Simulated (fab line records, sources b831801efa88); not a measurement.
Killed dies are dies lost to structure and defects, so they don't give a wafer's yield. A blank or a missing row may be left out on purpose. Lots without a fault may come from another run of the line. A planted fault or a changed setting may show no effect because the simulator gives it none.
One fault seen from 2 desks | flow gf180mcu | each desk has only its own numbers; what lay behind them comes last

THE TOOL OWNER'S DESK: implanter-04
The tool's own readings at GF_HV_LDD_IMPLANT_33: means of the sampled wafers that have a number, for each lot that ran on this tool. A lot is out of limits, marked OUT, if its mean lies more than 4 standard deviations from the usual mean; the brackets give that distance.
Columns: A = beam_energy_keV at GF_HV_LDD_IMPLANT_33, usual 59.996; B = dose_ions_cm2 at GF_HV_LDD_IMPLANT_33, usual 7.501e+12; C = faraday_current_uA at GF_HV_LDD_IMPLANT_33, usual 42.3
lot  | first seen here | A      | B                           | C
L593 | day 12 20:57    | 60.002 | 7.505e+12                   | 42.4
L594 | day 13 01:43    | 59.998 | 7.495e+12                   | 42.4
L601 | day 15 07:44    | 59.980 | 5.586e+12 (-99 or more) OUT | 31.5 (-13) OUT
L602 | day 15 20:09    | 59.983 | 5.590e+12 (-99 or more) OUT | 31.2 (-14) OUT
This desk's finding: out of limits on L601, L602; first on L601, day 15 07:44 (dose_ions_cm2 at GF_HV_LDD_IMPLANT_33). In limits: L593, L594.

THE METROLOGY DESK
What the gauges read, lot by lot, whatever tool the lot ran on: means of the sampled wafers that have a number. A lot is out of limits, marked OUT, if its mean lies more than 4 standard deviations from the usual mean; the brackets give that distance.
Columns: A = POLY_GATE_OVL at GF_POLY_GATE_OVL_MEAS_11, usual -1 nm; B = cd_nm at GF_HV_LDD_CD_MEAS_07, usual 401.4 nm; C = HV_LDD_3_TW at GF_HV_LDD_TW_MEAS_38, usual 1439; D = HV_LDD_RS at GF_HV_LDD_RS_MEAS_53, usual 418.9 ohm/sq
lot  | first seen here | A  | B     | C    | D
L589 | day 8 23:10     | -3 | 404.2 | 1434 | 419.2
L593 | day 10 09:15    | -7 | 399.1 | 1436 | 417.9
L594 | day 10 13:46    | 0  | 400.5 | 1437 | 417.8
L597 | day 11 10:49    | -0 | 405.6 | 1438 | 418.4
L601 | day 12 15:08    | -9 | 400.2 | 1414 | 423.5 (+5.2) OUT
L602 | day 13 02:56    | -1 | 400.4 | 1422 | 424.2 (+6.0) OUT
L603 | day 13 09:42    | 1  | 404.7 | 1437 | 418.8
L606 | day 14 06:05    | -2 | 403.0 | 1442 | 418.6
L607 | day 14 13:08    | 5  | 405.1 | 1427 | 418.3
L608 | day 15 00:49    | 3  | 396.6 | 1444 | 419.4
L609 | day 15 00:58    | -2 | 403.1 | 1441 | 419.4
L610 | day 15 09:58    | -3 | 398.0 | 1444 | 419.4
This desk's finding: out of limits on L601, L602; first on L601, day 16 06:08 (HV_LDD_RS at GF_HV_LDD_RS_MEAS_53). In limits: L589, L593, L594, L597, L603, L606, L607, L608, L609, L610.

PUT TOGETHER
The tool owner's desk could have raised an alarm at day 15 07:44, on L601, L602.
The metrology desk could have raised an alarm at day 16 06:08, on L601, L602.
Of the lots named, all ran GF_HV_LDD_IMPLANT_33 on implanter-04.

WHAT THE SIMULATOR HAD PUT IN
Process parameter drift: implanter-04, from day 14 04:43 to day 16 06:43, at GF_HV_LDD_IMPLANT_33. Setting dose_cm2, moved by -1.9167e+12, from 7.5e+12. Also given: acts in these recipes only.
Lots struck among those shown: L601, L602.
Hours from the fault's start to each desk's first reading out of limits: the tool owner's desk, 27; the metrology desk, 49.
